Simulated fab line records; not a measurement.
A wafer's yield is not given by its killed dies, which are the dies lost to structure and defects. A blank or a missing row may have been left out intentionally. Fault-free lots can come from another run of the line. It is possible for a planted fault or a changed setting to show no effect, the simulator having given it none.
Which of the tools did it? -- flow gf180mcu -- 37 wafers from 13 lots sampled at 7 of the route's 602 steps

## WHAT THE GAUGES SHOWED, per wafer
GF_V1_BOW_MEAS_05. Usual: for V1_BOW the level is 82 um and the standard deviation is 7.1.
lot,measured,on,V1_BOW (um),flag
L481,day 17 04:55,film_metro-04,89 84 78,
L483,day 18 03:37,film_metro-03,77 73 74,
L484,day 18 11:07,film_metro-03,74 97 80,
L488,day 19 20:22,film_metro-01,79 83 83,
L489,day 20 08:49,film_metro-04,80 78 86,
L490,day 20 16:18,film_metro-03,82,
L493,day 21 14:22,film_metro-01,83 86 77,
L498,day 23 11:13,film_metro-03,87 69 79,
L500,day 23 20:47,film_metro-04,80 86 85,
L501,day 24 06:57,film_metro-01,74 78 75,
L502,day 24 16:35,film_metro-01,91 78 81,
L503,day 24 22:04,film_metro-01,83 80 90,
L504,day 25 10:08,film_metro-03,93 85 96,

GF_V1_RS_MEAS_24: uses a four-point probe to measure. Usual: for V1_W_RS the level is 0.329 ohm/sq and the standard deviation is 0.0034.
lot,measured,on,V1_W_RS (ohm/sq),flag
L481,day 18 04:57,film_metro-01,0.333 0.331 0.333,
L483,day 19 04:24,film_metro-04,0.331 0.326 0.329,
L484,day 19 12:39,film_metro-03,0.325 0.327 0.325,
L488,day 20 22:00,film_metro-04,0.329 0.331 0.333,
L489,day 21 10:28,film_metro-03,0.334 0.326 0.332,
L490,day 21 17:30,film_metro-04,0.190,OFF
L493,day 22 16:05,film_metro-01,0.334 0.337 0.335,
L498,day 24 10:32,film_metro-01,0.334 0.332 0.333,
L500,day 24 20:28,film_metro-03,0.326 0.329 0.329,
L501,day 25 05:29,film_metro-03,0.324 0.329 0.328,
L502,day 25 15:02,film_metro-04,0.324 0.324 0.325,
L503,day 25 20:22,film_metro-01,0.331 0.329 0.329,
L504,day 26 08:26,film_metro-03,0.326 0.327 0.327,

GF_V1_THK_MEAS_25: measures by xrf. Usual: for V1_W_THK the level is 360 nm and the standard deviation is 5.4.
lot,measured,on,V1_W_THK (nm),flag
L481,day 18 05:04,film_metro-01,359 362 361,
L483,day 19 04:29,film_metro-04,356 360 357,
L484,day 19 12:46,film_metro-03,361 362 361,
L488,day 20 22:07,film_metro-04,356 352 350,
L489,day 21 10:34,film_metro-03,350 360 355,
L490,day 21 17:35,film_metro-04,-,OFF
L493,day 22 16:13,film_metro-01,362 361 364,
L498,day 24 10:40,film_metro-01,362 364 364,
L500,day 24 20:35,film_metro-03,361 359 358,
L501,day 25 05:36,film_metro-03,365 360 361,
L502,day 25 15:09,film_metro-04,361 362 361,
L503,day 25 20:28,film_metro-01,360 364 363,
L504,day 26 08:34,film_metro-03,360 356 357,

GF_M2_RS_MEAS_05: uses a four-point probe to measure. Usual: for M2_ALCU_RS the level is 0.0697 ohm/sq and the standard deviation is 0.0011.
lot,measured,on,M2_ALCU_RS (ohm/sq),flag
L481,day 18 05:39,film_metro-02,0.0683 0.0682 0.0687,
L483,day 19 05:06,film_metro-03,0.0713 0.0708 0.0710,
L484,day 19 13:21,film_metro-02,0.0690 0.0682 0.0687,
L488,day 20 22:42,film_metro-03,0.0706 0.0705 0.0700,
L489,day 21 11:10,film_metro-02,0.0681 0.0676 0.0671,
L490,day 21 18:12,film_metro-03,0.0681,
L493,day 22 16:47,film_metro-04,0.0712 0.0709 0.0722,
L498,day 24 11:14,film_metro-02,0.0684 0.0692 0.0693,
L500,day 24 21:10,film_metro-03,0.0696 0.0698 0.0700,
L501,day 25 06:11,film_metro-04,0.0705 0.0707 0.0705,
L502,day 25 15:44,film_metro-03,0.0691 0.0697 0.0693,
L503,day 25 21:04,film_metro-02,0.0683 0.0703 0.0690,
L504,day 26 09:08,film_metro-02,0.0687 0.0696 0.0698,

## EACH LOT AND THE TOOL THAT RAN IT (in order: tool; ch and the chambers of the sampled wafers; start)
lot,GF_V1_CVD_02,GF_V1_CVD_23,GF_V1_CMP_26
L481,"pecvd-01 ch 0,1,2, day 17 04:29","cvd_w-01 ch 0,1, day 18 04:49","cmp-01 ch 2,3, day 18 05:07"
L483,"pecvd-04 ch 0,1,2, day 18 03:10","cvd_w-02 ch 0,1, day 19 04:16","cmp-02 ch 0,3, day 19 04:34"
L484,"pecvd-03 ch 0,1,2, day 18 10:41","cvd_w-02 ch 0,1, day 19 12:32","cmp-02 ch 1,2,3, day 19 12:50"
L488,"pecvd-03 ch 0,1,2, day 19 19:55","cvd_w-01 ch 0, day 20 21:47","cmp-02 ch 0,1,2, day 20 22:10"
L489,"pecvd-03 ch 0,1,2, day 20 08:22","cvd_w-02 ch 0,1, day 21 10:20","cmp-02 ch 2,3, day 21 10:40"
L490,"pecvd-03 ch 0, day 20 15:50","cvd_w-02 ch 0, day 21 17:23","cmp-01 ch 3, day 21 17:48"
L493,"pecvd-01 ch 1,2, day 21 13:54","cvd_w-01 ch 0, day 22 15:59","cmp-02 ch 2,3, day 22 16:16"
L498,"pecvd-01 ch 0,1, day 23 10:47","cvd_w-01 ch 0,1, day 24 10:25","cmp-01 ch 1,3, day 24 10:46"
L500,"pecvd-03 ch 0,1, day 23 20:20","cvd_w-02 ch 0,1, day 24 20:20","cmp-01 ch 1,2,3, day 24 20:44"
L501,"pecvd-04 ch 0,1,2, day 24 06:30","cvd_w-02 ch 0, day 25 05:22","cmp-02 ch 0,1,2, day 25 05:39"
L502,"pecvd-03 ch 0,1,2, day 24 16:03","cvd_w-02 ch 0,1, day 25 14:55","cmp-01 ch 0,2,3, day 25 15:12"
L503,"pecvd-04 ch 0,1,2, day 24 21:35","cvd_w-02 ch 0,1, day 25 20:13","cmp-02 ch 0,1,2, day 25 20:33"
L504,"pecvd-03 ch 0,1,2, day 25 09:43","cvd_w-02 ch 0,1, day 26 08:20","cmp-01 ch 0,1,2, day 26 08:40"
- GF_V1_CVD_02: deposits SiO2 from TEOS, target thk 850 nm, time 94.851 s.
- GF_V1_CVD_23: deposits W, target thk 350 nm, time 105.05 s.
- GF_V1_CMP_26: polishes, stops on SiO2, t overpolish 15 s, target thk 0 nm.

## WHAT THE TOOLS THEMSELVES READ (means of the sampled wafers that have a number; where no wafer has one, the mark that the record gives instead)
GF_V1_CVD_02. Usual: heater_power_w at 654 W, with a standard deviation of 110.
lot,tool,heater_power_w (W),flag
L481,pecvd-01,609,
L483,pecvd-04,532,
L484,pecvd-03,688,
L488,pecvd-03,718,
L489,pecvd-03,738,
L490,pecvd-03,643,
L493,pecvd-01,567,
L498,pecvd-01,636,
L500,pecvd-03,766,
L501,pecvd-04,560,
L502,pecvd-03,711,
L503,pecvd-04,541,
L504,pecvd-03,697,

GF_V1_CVD_23. Usual: heater_power_w at 839 W, with a standard deviation of 34.
lot,tool,heater_power_w (W),flag
L481,cvd_w-01,801,
L483,cvd_w-02,862,
L484,cvd_w-02,869,
L488,cvd_w-01,804,
L489,cvd_w-02,879,
L490,cvd_w-02,879,
L493,cvd_w-01,798,
L498,cvd_w-01,811,
L500,cvd_w-02,877,
L501,cvd_w-02,889,
L502,cvd_w-02,869,
L503,cvd_w-02,866,
L504,cvd_w-02,877,

GF_V1_CMP_26. Usual: motor_current_A 11.3 A, standard deviation 1.1; time_to_endpoint_s 83 s, standard deviation 5.3.
lot,tool,motor_current_A (A),time_to_endpoint_s (s),flag
L481,cmp-01,12.1,76,
L483,cmp-02,11.4,87,
L484,cmp-02,10.9,85,
L488,cmp-02,11.6,88,
L489,cmp-02,10.6,87,
L490,cmp-01,11.6,131,OFF
L493,cmp-02,10.2,82,
L498,cmp-01,11.1,81,
L500,cmp-01,11.8,80,
L501,cmp-02,11.3,86,
L502,cmp-01,11.4,84,
L503,cmp-02,11.7,89,
L504,cmp-01,11.4,83,

## THE ANSWER, worked out from the rows above alone
Rule: lot off if the mean of its wafers having a number is beyond 3 standard deviations from the usual mean. Also off: a lot with no number at a reading for which 4 or more lots have one. Any other lot the step has rows for is counted as sound. First the gauges in route order, then the tools' own readings, where a lot's mean is used as printed above. The first step at which some lot is off is used, and at that step the reading that is off furthest; a lot without a number counts as furthest.
Off: at GF_V1_RS_MEAS_24 (V1_W_RS), L490.
A tool fits if, at a process step before that reading, it ran every lot that is off, and no sound lot after the first of them. The gauges at GF_V1_RS_MEAS_24 aren't tried: what is off there is off at GF_V1_CMP_26 too, on other tools, and a gauge's error can't cause that. No candidate that was tried fits.

## WHAT THE SIMULATOR PUT IN
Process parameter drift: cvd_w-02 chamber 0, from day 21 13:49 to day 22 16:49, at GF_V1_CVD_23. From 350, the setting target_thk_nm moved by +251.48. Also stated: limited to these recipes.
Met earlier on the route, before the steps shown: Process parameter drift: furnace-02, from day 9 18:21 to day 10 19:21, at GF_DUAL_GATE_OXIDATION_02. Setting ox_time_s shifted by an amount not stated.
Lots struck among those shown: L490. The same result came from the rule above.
